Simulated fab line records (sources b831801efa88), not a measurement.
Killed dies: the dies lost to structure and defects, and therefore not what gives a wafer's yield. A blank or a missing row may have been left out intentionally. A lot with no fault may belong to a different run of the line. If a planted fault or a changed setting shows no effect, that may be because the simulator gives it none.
2 desks looking at one fault    flow sky130    only its own numbers are on each desk; what lay behind them is given at the end

## AT THE METROLOGY DESK
What the gauges read, lot by lot, whatever tool the lot ran on: means of the sampled wafers that have a number. A lot is out of limits, marked OUT, if its mean lies more than 4 standard deviations from the usual mean; the brackets give that distance.
Columns: A = NWELL_01_OVL at SKY_NWELL_OVL_MEAS_23, usual 1.1 nm; B = PWDE_RS at SKY_NWELL_RS_MEAS_31, usual 5270 ohm/sq
lot   first seen here  A     B
L438  day 5 05:49      1.0   5252
L439  day 5 10:16      1.7   5292
L440  day 5 17:37      2.0   5286
L441  day 5 21:50      2.8   5262
L442  day 6 03:58      1.2   5308
L443  day 6 15:52      1.9   5246
L445  day 7 03:16      1.7   5248
L446  day 7 09:11      0.2   5248
L452  day 8 22:23      1.1   5286
L454  day 9 09:08      1.8   5281
L455  day 9 18:17      -0.3  5295
L459  day 10 15:37     1.0   5264
L461  day 11 05:05     1.1   5252
This desk's finding: nothing out of limits on any of the 13 lots.

## AT THE TOOL OWNER'S DESK: implanter-02
The tool's own readings at SKY_VT_ADJUST_NCORE_IMPLANT_09, given as means over the sampled wafers that have a number, one for each lot that went through this tool. A lot is out of limits, marked OUT, if its mean lies more than 4 standard deviations from the usual mean; the brackets give that distance.
Columns: A = dose ions cm2 at SKY_VT_ADJUST_NCORE_IMPLANT_09, usual 2.4001e+12
lot   first seen here  A
L438  day 8 12:23      2.3982e+12
L445  day 10 17:32     2.4024e+12
L446  day 11 01:05     2.3999e+12
L452  day 12 18:59     2.3986e+12
L454  day 13 07:47     2.2875e+12 (-45) OUT
L455  day 13 18:16     2.2865e+12 (-45) OUT
Finding of this desk: L454, L455 out of limits; the first was L454 at day 13 07:47, on dose ions cm2 at SKY_VT_ADJUST_NCORE_IMPLANT_09. Within limits: L438, L445, L446, L452.

## PUT TOGETHER
At day 13 07:47, on L454, L455, the tool owner's desk was in a position to raise an alarm.
At the metrology desk, nothing out of limits was observed.
The metrology desk has L454, L455 on record, within its limits.
The lots listed all ran SKY_VT_ADJUST_NCORE_IMPLANT_09 on implanter-02.

## WHAT THE SIMULATOR HAD INSERTED
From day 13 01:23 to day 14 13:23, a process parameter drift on implanter-02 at SKY_VT_ADJUST_NCORE_IMPLANT_09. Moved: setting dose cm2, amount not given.
Shown lots that were struck: L454, L455.
Delay in hours, fault start to first out-of-limits reading, by desk: the tool owner's desk at 6.
